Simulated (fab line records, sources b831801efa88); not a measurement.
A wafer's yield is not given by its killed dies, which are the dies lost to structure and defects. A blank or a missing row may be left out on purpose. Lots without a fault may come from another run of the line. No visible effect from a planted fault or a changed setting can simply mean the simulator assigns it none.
Matching of chambers / flow gf180mcu / GF_CONTACT_CMP_04 on cmp-02: 4 sister chambers
The step polishes SiO2. 4 wafers are shown with their chamber, then 7 later ones without.

== WAFERS, EACH WITH ITS CHAMBER ==
wafer=L370.1; chamber=2; time-to-endpoint-s (s)=103
wafer=L375.3; chamber=3; time-to-endpoint-s (s)=116
wafer=L383.2; chamber=1; time-to-endpoint-s (s)=103
wafer=L383.3; chamber=0; time-to-endpoint-s (s)=102

== WAFERS WITHOUT THEIR CHAMBER ==
wafer=L383.5; time-to-endpoint-s (s)=105
wafer=L389.2; time-to-endpoint-s (s)=112
wafer=L389.3; time-to-endpoint-s (s)=104
wafer=L389.6; time-to-endpoint-s (s)=105
wafer=L390.4; time-to-endpoint-s (s)=115
wafer=L390.5; time-to-endpoint-s (s)=111
wafer=L390.6; time-to-endpoint-s (s)=116

== WHICH CHAMBER EACH WENT THROUGH ==
wafer=L383.5; from the rows above=can't be placed: 1 or 2 or 0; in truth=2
wafer=L389.2; from the rows above=can't be placed: 3 or 1 or 2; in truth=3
wafer=L389.3; from the rows above=can't be placed: 1 or 2 or 0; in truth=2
wafer=L389.6; from the rows above=can't be placed: 1 or 2 or 0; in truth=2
wafer=L390.4; from the rows above=3; in truth=3
wafer=L390.5; from the rows above=can't be placed: 3 or 1 or 2 or 0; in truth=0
wafer=L390.6; from the rows above=3; in truth=3
Placed correctly: 2 of 7. Can't be placed from these rows: 5 (the true chamber is among the candidates in 5). Placed wrongly: 0.
How it was worked out, from the rows above alone: a wafer's distance from a chamber is the root of the sum, over the readings, of the square of ((its reading less the chamber's mean) divided by the reading's scatter). The wafer belongs to the nearest chamber; if the next one is less than 2 further off, it can't be placed. A chamber's mean is the mean of its shown wafers. The scatter (one wafer shown for each chamber): square how far every hidden wafer sits from the nearest shown wafer, average those squares and take the square root.
